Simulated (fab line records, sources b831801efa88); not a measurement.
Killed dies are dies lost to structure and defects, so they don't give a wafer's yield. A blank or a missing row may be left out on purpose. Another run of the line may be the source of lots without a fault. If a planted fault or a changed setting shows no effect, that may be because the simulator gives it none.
fab line records + flow gf180mcu
record
- lots=12
- wafers=36
- last-day=34
route steps=602 shown STI@4 MVSD@136
lots untouched by any fault: they come from a run of this same line in which no faults occurred
start-h: start of the lot's first displayed wafer, in hours after the record's first day + wait-h: hours from the lot's prior step to this one + " the same as in the row above + L1.1+2: one row covering several wafers at once + - no value present, or no start provided + * or withheld: withheld + < > ~ a bound
route shown NAME@n: names a module that has steps shown in the file, with the first one's number in the route + usual: average and standard deviation across the fault-free wafers + same: alike in all rows + chamber/n: place in a boat + sites: readings site by site + _std_site: standard deviation across them + _edge_site: mean of outer sites minus mean of inner sites + radius-mm: how far each site lies from the wafer's centre + mask NAME#n: copy n + behind: the last tool/chamber to shape the wafer + hold: why the lot was held/for how many hours/how that ended + device: the transistor (n, p or np) that didn't switch + end of line: the route-end tests of the same wafers + step lacking rows: just its recipe + killed: dies that structure and defects cost at the first sort, which is not the same as the wafer's yield + map: dies across one wafer; x = killed, . = not, _ = none there
set.NAME: the setting as run; set.NAME@STEP: as run at that earlier step + model.NAME: the simulator's own value behind a step, which no gauge read
route steps across a sampled set of lots; one table per step, one row per wafer
services: from which hour (start-h, from the record's first day; less than 0 if before it) a tool's chamber was out of use, for how many hours, and why
## steps
# step GF_STI_CVD_03
# recipe
- material=Si3N4
- precursor=DCS/NH3
- target-thk-nm=207.16
- temp-c=770
- time-s=3551
- pressure-mtorr=250
# usual
- spike-tc-centre-C=770.8/1.2
- spike-tc-lower-C=769.4/1.8
- spike-tc-upper-C=770.2/1.2
- susceptor-temp-C=769.9/0.39
| lot.wafer | tool     | chamber | start-h | wait-h | spike-tc-centre-C | spike-tc-lower-C | spike-tc-upper-C | susceptor-temp-C |
|-----------|----------|---------|---------|--------|-------------------|------------------|------------------|------------------|
| L838.2    | lpcvd-02 | 0       | 16.57   | 0.0    | 770.7             | 768.9            | 768.7            | 770.0            |
| L838.3    | "        | 0       | "       | "      | 771.3             | 770.6            | 768.2            | 769.8            |
| L838.6    | "        | 0       | "       | "      | 769.8             | 771.5            | 768.0            | 770.4            |
| L839.1    | lpcvd-02 | 1       | 21.57   | 0.1    | 770.7             | 771.8            | 771.3            | 769.6            |
| L839.3    | "        | 1       | "       | "      | 772.0             | 771.7            | 770.2            | 769.7            |
| L839.4    | "        | 1       | "       | "      | 771.8             | 771.7            | 770.6            | 769.7            |
| L840.1    | lpcvd-01 | 0       | 27.44   | 0.1    | 770.4             | 769.2            | 770.3            | 769.1            |
| L840.2    | "        | 0       | "       | "      | 769.7             | 766.9            | 769.5            | 769.2            |
| L840.4    | "        | 0       | "       | "      | 768.8             | 767.5            | 769.4            | 769.4            |
| L841.1    | lpcvd-01 | 1       | 31.57   | 0.1    | 772.3             | 769.1            | 768.9            | 770.1            |
| L841.3    | "        | 1       | "       | "      | 770.0             | 767.6            | 771.3            | 769.2            |
| L841.6    | "        | 1       | "       | "      | 769.3             | 768.8            | 769.3            | 769.4            |
| L842.2    | lpcvd-02 | 1       | 36.57   | 0.0    | 771.7             | 769.3            | 771.9            | 770.2            |
| L842.4    | "        | 1       | "       | "      | 770.4             | 770.6            | 773.1            | 770.1            |
| L842.5    | "        | 1       | "       | "      | 772.1             | 773.2            | 771.1            | 769.8            |
| L843.1    | lpcvd-02 | 0       | 41.57   | 0.1    | 771.3             | 769.3            | 767.6            | 770.2            |
| L843.3    | "        | 0       | "       | "      | 769.2             | 770.5            | 768.9            | 770.0            |
| L843.6    | "        | 0       | "       | "      | 770.8             | 770.2            | 769.2            | 769.9            |
| L844.2    | lpcvd-01 | 1       | 46.92   | 0.0    | 771.6             | 768.6            | 770.0            | 770.4            |
| L844.3    | "        | 1       | "       | "      | 771.8             | 766.9            | 771.4            | 770.6            |
| L844.4    | "        | 1       | "       | "      | 770.5             | 769.6            | 770.3            | 770.5            |
| L845.3    | lpcvd-01 | 0       | 51.57   | 0.0    | 777.2             | 778.0            | 777.9            | 777.8            |
| L845.4    | "        | 0       | "       | "      | 776.9             | 775.4            | 777.6            | 777.4            |
| L845.5    | "        | 0       | "       | "      | 778.9             | 776.0            | 776.7            | 777.6            |
| L847.4    | lpcvd-02 | 0       | 62.53   | 0.0    | 770.0             | 771.2            | 768.6            | 770.1            |
| L847.5    | "        | 0       | "       | "      | 768.7             | 769.4            | 768.2            | 770.2            |
| L847.6    | "        | 0       | "       | "      | 769.6             | 771.1            | 769.7            | 770.2            |
| L848.1    | lpcvd-01 | 1       | 68.59   | 0.6    | 777.6             | 777.2            | 778.1            | 777.7            |
| L848.4    | "        | 1       | "       | "      | 779.4             | 775.2            | 779.5            | 778.0            |
| L848.5    | "        | 1       | "       | "      | 778.7             | 777.2            | 778.9            | 778.1            |
| L856.2    | lpcvd-02 | 1       | 106.86  | 0.0    | 770.4             | 770.1            | 772.2            | 769.8            |
| L856.5    | "        | 1       | "       | "      | 772.1             | 771.3            | 771.0            | 770.2            |
| L856.6    | "        | 1       | "       | "      | 771.5             | 771.4            | 769.5            | 770.4            |
| L857.3    | lpcvd-02 | 0       | 111.60  | 0.0    | 771.7             | 771.9            | 769.2            | 770.2            |
| L857.4    | "        | 0       | "       | "      | 771.3             | 769.5            | 768.1            | 769.4            |
| L857.6    | "        | 0       | "       | "      | 770.5             | 768.3            | 769.2            | 770.0            |
# step GF_STI_THK_MEAS_04
# recipe
- reads=Si3N4_of_STI_CVD_03
# usual
- STI_CVD_03_THK=206.0/1.4
| lot.wafer | tool          | chamber | start-h | wait-h | STI_CVD_03_THK[nm] |
|-----------|---------------|---------|---------|--------|--------------------|
| L838.2    | film-metro-01 | -       | 19.56   | 0.0    | 207.0              |
| L838.3    | "             | -       | "       | "      | 205.4              |
| L838.6    | "             | -       | "       | "      | 207.2              |
| L839.1    | film-metro-04 | -       | 23.56   | 0.0    | 204.5              |
| L839.3    | "             | -       | "       | "      | 204.2              |
| L839.4    | "             | -       | "       | "      | 204.8              |
| L840.1    | film-metro-01 | -       | 29.42   | 0.0    | 206.0              |
| L840.2    | "             | -       | "       | "      | 205.4              |
| L840.4    | "             | -       | "       | "      | 205.9              |
| L841.1    | film-metro-04 | -       | 33.56   | 0.0    | 207.7              |
| L841.3    | "             | -       | "       | "      | 205.7              |
| L841.6    | "             | -       | "       | "      | 205.5              |
| L842.2    | film-metro-01 | -       | 38.57   | 0.0    | 206.0              |
| L842.4    | "             | -       | "       | "      | 205.1              |
| L842.5    | "             | -       | "       | "      | 205.9              |
| L843.1    | film-metro-04 | -       | 43.56   | 0.0    | 204.8              |
| L843.3    | "             | -       | "       | "      | 204.9              |
| L843.6    | "             | -       | "       | "      | 204.2              |
| L844.2    | film-metro-01 | -       | 48.92   | 0.0    | 206.4              |
| L844.3    | "             | -       | "       | "      | 208.4              |
| L844.4    | "             | -       | "       | "      | 207.8              |
| L845.3    | film-metro-04 | -       | 53.58   | 0.0    | 236.8              |
| L845.4    | "             | -       | "       | "      | 237.5              |
| L845.5    | "             | -       | "       | "      | 238.7              |
| L847.4    | film-metro-01 | -       | 64.55   | 0.0    | 207.2              |
| L847.5    | "             | -       | "       | "      | 207.3              |
| L847.6    | "             | -       | "       | "      | 208.2              |
| L848.1    | film-metro-02 | -       | 71.57   | 0.0    | 239.6              |
| L848.4    | "             | -       | "       | "      | 236.9              |
| L848.5    | "             | -       | "       | "      | 237.8              |
| L856.2    | film-metro-04 | -       | 109.85  | 0.0    | 205.2              |
| L856.5    | "             | -       | "       | "      | 206.8              |
| L856.6    | "             | -       | "       | "      | 207.6              |
| L857.3    | film-metro-02 | -       | 116.09  | 0.0    | 207.4              |
| L857.4    | "             | -       | "       | "      | 206.0              |
| L857.6    | "             | -       | "       | "      | 208.6              |
# step GF_STI_ETCH_13
# recipe
- chemistry=CHF3/O2
- stop-on=Si
- over-etch-frac=0.3
- target-depth-a=2823.1
- source-w=600
- bias-w=200
- pressure-mtorr=40
- chf3-flow-sccm=50
- O2_flow_sccm=5
- time-s=112.9
# usual
- O2_flow_sccm=5.001/0.016
- drypump-motor-current-A=5.8/0.56
- oes-product-au=0.830/0.0054
- throttle-valve-pct=8.809/0.0089
| lot.wafer | tool        | chamber | start-h | wait-h | O2_flow_sccm | drypump-motor-current-A | oes-product-au | rf-hours-counter-h | throttle-valve-pct |
|-----------|-------------|---------|---------|--------|--------------|-------------------------|----------------|--------------------|--------------------|
| L838.2    | rie-diel-03 | 2       | 31.44   | 0.1    | 5.001        | 6.4                     | 0.828          | 61                 | 8.806              |
| L838.3    | "           | 0       | "       | "      | 4.991        | 4.8                     | 0.824          | 62                 | 8.820              |
| L838.6    | "           | 3       | "       | "      | 4.983        | 6.2                     | 0.832          | -                  | 8.800              |
| L839.1    | rie-diel-04 | 1       | 35.93   | 0.1    | 4.991        | 5.0                     | 0.831          | 50                 | 8.804              |
| L839.3    | "           | 2       | "       | "      | 4.973        | 6.2                     | 0.829          | 151                | 8.810              |
| L839.4    | "           | 0       | "       | "      | 5.002        | 6.5                     | 0.824          | -                  | 8.816              |
| L840.1    | rie-diel-01 | 3       | 41.93   | 0.1    | 4.991        | 6.4                     | 0.831          | 62                 | 8.808              |
| L840.2    | "           | 1       | "       | "      | 4.984        | 5.6                     | 0.831          | 95                 | 8.809              |
| L840.4    | "           | 1       | "       | "      | 4.976        | 5.6                     | 0.831          | -                  | 8.810              |
| L841.1    | rie-diel-03 | 3       | 45.43   | 0.1    | 5.013        | 6.2                     | 0.831          | 68                 | 8.818              |
| L841.3    | "           | 2       | "       | "      | 5.004        | 6.5                     | 0.831          | 61                 | 8.807              |
| L841.6    | "           | 3       | "       | "      | 5.033        | 6.2                     | 0.830          | -                  | 8.810              |
| L842.2    | rie-diel-01 | 3       | 51.06   | 0.1    | 4.995        | 6.4                     | 0.828          | 63                 | 8.799              |
| L842.4    | "           | 1       | "       | "      | 5.031        | 5.6                     | 0.822          | 95                 | 8.803              |
| L842.5    | "           | 0       | "       | "      | 4.994        | 5.2                     | 0.828          | -                  | 8.822              |
| L843.1    | rie-diel-03 | 3       | 56.48   | 0.1    | 4.982        | 6.2                     | 0.827          | 68                 | 8.809              |
| L843.3    | "           | 0       | "       | "      | 4.981        | 4.8                     | 0.827          | 63                 | 8.820              |
| L843.6    | "           | 2       | "       | "      | 4.996        | 6.5                     | 0.826          | -                  | 8.813              |
| L844.2    | rie-diel-04 | 3       | 61.49   | 0.1    | 5.001        | 5.6                     | 0.835          | 130                | 8.819              |
| L844.3    | "           | 1       | "       | "      | 4.987        | 5.0                     | 0.832          | 50                 | 8.807              |
| L844.4    | "           | 2       | "       | "      | 5.017        | 6.3                     | 0.841          | 151                | 8.817              |
| L845.3    | rie-diel-04 | 1       | 66.64   | 0.1    | 4.988        | 5.0                     | 0.900          | 51                 | 8.829              |
| L845.4    | "           | 0       | "       | "      | 5.037        | 6.5                     | 0.898          | 72                 | 8.825              |
| L845.5    | "           | 2       | "       | "      | 5.001        | 6.3                     | 0.901          | -                  | 8.830              |
| L847.4    | rie-diel-01 | 3       | 77.59   | 0.0    | 5.000        | 6.4                     | 0.834          | 64                 | 8.806              |
| L847.5    | "           | 1       | "       | "      | 4.998        | 5.6                     | 0.831          | -                  | 8.812              |
| L847.6    | "           | 2       | "       | "      | 5.012        | 5.8                     | 0.829          | -                  | 8.804              |
| L848.1    | rie-diel-03 | 0       | 85.05   | 0.1    | 4.980        | 4.9                     | 0.909          | 63                 | 8.828              |
| L848.4    | "           | 2       | "       | "      | 5.024        | 6.4                     | 0.893          | 62                 | 8.829              |
| L848.5    | "           | 1       | "       | "      | 5.007        | 5.5                     | 0.903          | -                  | 8.813              |
| L856.2    | rie-diel-04 | 3       | 124.13  | 0.1    | 4.992        | 5.6                     | 0.827          | 132                | 8.798              |
| L856.5    | "           | 1       | "       | "      | 5.009        | 5.0                     | 0.832          | -                  | 8.817              |
| L856.6    | "           | 0       | "       | "      | 4.975        | 6.5                     | 0.835          | -                  | 8.824              |
| L857.3    | rie-diel-01 | 3       | 131.13  | 0.1    | 5.000        | 6.4                     | 0.836          | 65                 | 8.819              |
| L857.4    | "           | 0       | "       | "      | 5.017        | 5.2                     | 0.828          | 143                | 8.813              |
| L857.6    | "           | 2       | "       | "      | 4.986        | 5.9                     | 0.832          | -                  | 8.802              |
# step GF_STI_THK_MEAS_24
# recipe
- reads=SiO2_of_STI_CVD_23
# usual
- STI_CVD_23_THK=650/6.6
| lot.wafer | tool          | chamber | start-h | wait-h | STI_CVD_23_THK[nm] |
|-----------|---------------|---------|---------|--------|--------------------|
| L838.2    | film-metro-02 | -       | 34.71   | 0.0    | 662                |
| L838.3    | "             | -       | "       | "      | 657                |
| L838.6    | "             | -       | "       | "      | 657                |
| L839.1    | film-metro-01 | -       | 37.83   | 0.0    | 653                |
| L839.3    | "             | -       | "       | "      | 651                |
| L839.4    | "             | -       | "       | "      | 651                |
| L840.1    | film-metro-01 | -       | 43.80   | 0.0    | 661                |
| L840.2    | "             | -       | "       | "      | 655                |
| L840.4    | "             | -       | "       | "      | 656                |
| L841.1    | film-metro-01 | -       | 48.13   | 0.0    | 649                |
| L841.3    | "             | -       | "       | "      | 650                |
| L841.6    | "             | -       | "       | "      | 650                |
| L842.2    | film-metro-01 | -       | 52.97   | 0.0    | 644                |
| L842.4    | "             | -       | "       | "      | 646                |
| L842.5    | "             | -       | "       | "      | 642                |
| L843.1    | film-metro-02 | -       | 59.66   | 0.0    | 669                |
| L843.3    | "             | -       | "       | "      | 654                |
| L843.6    | "             | -       | "       | "      | 658                |
| L844.2    | film-metro-01 | -       | 65.54   | 0.0    | 648                |
| L844.3    | "             | -       | "       | "      | 641                |
| L844.4    | "             | -       | "       | "      | 637                |
| L845.3    | film-metro-01 | -       | 69.29   | 0.1    | 649                |
| L845.4    | "             | -       | "       | "      | 650                |
| L845.5    | "             | -       | "       | "      | 658                |
| L847.4    | film-metro-02 | -       | 79.51   | 0.0    | 657                |
| L847.5    | "             | -       | "       | "      | 653                |
| L847.6    | "             | -       | "       | "      | 651                |
| L848.1    | film-metro-01 | -       | 87.34   | 0.0    | 652                |
| L848.4    | "             | -       | "       | "      | 652                |
| L848.5    | "             | -       | "       | "      | 644                |
| L856.2    | film-metro-04 | -       | 126.70  | 0.0    | 649                |
| L856.5    | "             | -       | "       | "      | 643                |
| L856.6    | "             | -       | "       | "      | 654                |
| L857.3    | film-metro-04 | -       | 133.03  | 0.1    | 648                |
| L857.4    | "             | -       | "       | "      | 656                |
| L857.6    | "             | -       | "       | "      | 647                |
# step GF_STI_CMP_25
# recipe
- stop-on=Si3N4
- t-overpolish-s=33
- down-force-psi=4
- platen-rpm=60
- target-thk-nm=524.6
- pad-velocity-m-s=0.94248
# usual
- motor-current-A=12.2/1.1
| lot.wafer | tool   | chamber | start-h | wait-h | motor-current-A |
|-----------|--------|---------|---------|--------|-----------------|
| L838.3    | cmp-02 | 1       | 34.81   | 0.1    | 13.2            |
| L838.2    | "      | 3       | "       | "      | 11.3            |
| L838.6    | "      | 1       | "       | "      | 13.1            |
| L839.1    | cmp-02 | 0       | 37.89   | 0.1    | 11.6            |
| L839.4    | "      | 2       | "       | "      | 11.0            |
| L839.3    | "      | 3       | "       | "      | 11.1            |
| L840.4    | cmp-02 | 3       | 43.91   | 0.1    | 11.5            |
| L840.2    | "      | 0       | "       | "      | 11.3            |
| L840.1    | "      | 1       | "       | "      | 13.4            |
| L841.3    | cmp-01 | 1       | 48.24   | 0.1    | 11.3            |
| L841.1    | "      | 2       | "       | "      | 13.1            |
| L841.6    | "      | 1       | "       | "      | 11.1            |
| L842.2    | cmp-02 | 0       | 53.02   | 0.0    | 11.6            |
| L842.4    | "      | 1       | "       | "      | 12.8            |
| L842.5    | "      | 1       | "       | "      | 13.2            |
| L843.1    | cmp-02 | 0       | 59.72   | 0.1    | 11.6            |
| L843.3    | "      | 3       | "       | "      | 11.2            |
| L843.6    | "      | 1       | "       | "      | 13.4            |
| L844.2    | cmp-01 | 3       | 66.24   | 0.7    | 12.7            |
| L844.4    | "      | 0       | "       | "      | 13.5            |
| L844.3    | "      | 1       | "       | "      | 11.9            |
| L845.3    | cmp-01 | 1       | 69.33   | 0.0    | 11.5            |
| L845.4    | "      | 0       | "       | "      | 12.8            |
| L845.5    | "      | 1       | "       | "      | 12.1            |
| L847.4    | cmp-02 | 2       | 79.64   | 0.1    | 11.2            |
| L847.6    | "      | 0       | "       | "      | 11.0            |
| L847.5    | "      | 1       | "       | "      | 14.2            |
| L848.4    | cmp-01 | 3       | 87.45   | 0.1    | 12.9            |
| L848.1    | "      | 1       | "       | "      | 11.5            |
| L848.5    | "      | 2       | "       | "      | 13.6            |
| L856.2    | cmp-02 | 3       | 126.75  | 0.0    | 11.4            |
| L856.6    | "      | 3       | "       | "      | 11.3            |
| L856.5    | "      | 0       | "       | "      | 11.7            |
| L857.4    | cmp-02 | 1       | 133.07  | 0.0    | 13.2            |
| L857.3    | "      | 0       | "       | "      | 11.9            |
| L857.6    | "      | 2       | "       | "      | 10.6            |
# step GF_VT_IMPLANT_RS_MEAS_46
# recipe
- thk-meas-gauge=four-point-probe
# usual
- MVSD_RS=455.8/1.2
| lot.wafer | tool          | chamber | start-h | wait-h | MVSD_RS[ohm/sq] |
|-----------|---------------|---------|---------|--------|-----------------|
| L839.1    | film-metro-04 | -       | 171.44  | 0.1    | 458.1           |
| L839.3    | "             | -       | "       | "      | 456.9           |
| L839.4    | "             | -       | "       | "      | 457.4           |
| L838.2    | film-metro-04 | -       | 172.73  | 0.1    | 456.4           |
| L838.3    | "             | -       | "       | "      | 454.7           |
| L838.6    | "             | -       | "       | "      | 455.4           |
| L840.1    | film-metro-02 | -       | 178.83  | 0.1    | 458.1           |
| L840.2    | "             | -       | "       | "      | 457.7           |
| L840.4    | "             | -       | "       | "      | 457.5           |
| L841.1    | film-metro-04 | -       | 186.11  | 0.1    | 453.9           |
| L841.3    | "             | -       | "       | "      | 453.8           |
| L841.6    | "             | -       | "       | "      | 454.3           |
| L842.2    | film-metro-02 | -       | 190.10  | 0.1    | 456.3           |
| L842.4    | "             | -       | "       | "      | 457.1           |
| L842.5    | "             | -       | "       | "      | 456.8           |
| L843.1    | film-metro-02 | -       | 200.08  | 0.1    | 456.3           |
| L843.3    | "             | -       | "       | "      | 455.7           |
| L843.6    | "             | -       | "       | "      | 455.8           |
| L844.2    | film-metro-02 | -       | 208.05  | 0.1    | 455.2           |
| L844.3    | "             | -       | "       | "      | 454.1           |
| L844.4    | "             | -       | "       | "      | 455.5           |
| L845.3    | film-metro-02 | -       | 213.02  | 0.1    | 455.3           |
| L845.4    | "             | -       | "       | "      | 455.4           |
| L845.5    | "             | -       | "       | "      | 455.6           |
| L847.4    | film-metro-04 | -       | 229.46  | 0.1    | 456.7           |
| L847.5    | "             | -       | "       | "      | 455.4           |
| L847.6    | "             | -       | "       | "      | 456.4           |
| L848.1    | film-metro-02 | -       | 235.36  | 0.1    | 454.3           |
| L848.4    | "             | -       | "       | "      | 454.3           |
| L848.5    | "             | -       | "       | "      | 455.6           |
| L856.2    | film-metro-03 | -       | 285.87  | 0.1    | 455.6           |
| L856.5    | "             | -       | "       | "      | 455.6           |
| L856.6    | "             | -       | "       | "      | 455.6           |
| L857.3    | film-metro-02 | -       | 295.37  | 0.1    | 454.3           |
| L857.4    | "             | -       | "       | "      | 453.9           |
| L857.6    | "             | -       | "       | "      | 454.4           |
## services
| tool        | chamber | start-h | hours | kind                           |
|-------------|---------|---------|-------|--------------------------------|
| rie-diel-01 | 2       | 24.31   | 23.4  | repair                         |
| cmp-01      | -       | 30.60   | 1.0   | repair                         |
| rie-diel-04 | 3       | 34.63   | 3.7   | repair                         |
| lpcvd-01    | -       | 35.16   | 6.0   | pm                             |
| cmp-01      | -       | 58.10   | 6.2   | pm                             |
| lpcvd-01    | -       | 63.67   | 4.9   | repair                         |
| cmp-02      | -       | 64.00   | 4.0   | pm                             |
| cmp-01      | -       | 64.45   | 0.9   | repair                         |
| cmp-02      | -       | 68.00   | -     | consumable-replace:conditioner |
| cmp-02      | -       | 68.00   | -     | consumable-replace:pad         |
| cmp-01      | -       | 77.44   | 0.9   | repair                         |
| rie-diel-01 | 1       | 84.60   | 2.3   | repair                         |
| rie-diel-01 | -       | 96.60   | 0.3   | repair                         |
| cmp-01      | -       | 100.91  | 4.0   | pm                             |
| cmp-01      | -       | 108.56  | 1.7   | repair                         |
| rie-diel-01 | 1       | 108.69  | 2.1   | repair                         |
| cmp-02      | -       | 115.90  | 7.4   | pm                             |
| cmp-02      | -       | 129.31  | 2.0   | repair                         |
## key
first-sign
- step=GF_STI_CVD_03
- reading=susceptor-temp-C
- direction=up
- sigmas=20
- usual=*
- struck=*
effect
- step=GF_STI_CVD_03
- reading=spike-tc-upper-C
- direction=up
- sigmas=6.4
- usual=770.2
- struck=778.1
effect
- step=GF_STI_THK_MEAS_04
- reading=STI_CVD_03_THK
- direction=up
- sigmas=23
- usual=206.0
- struck=237.9
effect
- step=GF_STI_ETCH_13
- reading=oes-product-au
- direction=up
- sigmas=13
- usual=0.830
- struck=0.901
met-at GF_STI_CVD_03
struck-lots L845,L848
tester-left-out L845,L848
not-acting-at GF_STI_THK_MEAS_24,GF_STI_CMP_25,GF_VT_IMPLANT_RS_MEAS_46
onset-between 46.92 51.57
fault
- kind=process-parameter-drift
- tool=lpcvd-01
- chamber=-
- onset-h=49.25
- steps=GF_STI_CVD_03
- channel=temp-c
- offset=*
- shape=step
- end-h=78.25
- acts-in=*
- stated=*
# tester-left-out: of these lots the tester's yield and bins aren't shown, on N5 and GAA mostly nor the transistor test; their killed dies are dies lost to structure and defects alone, not to doping, threshold or leakage, so they don't give the yield
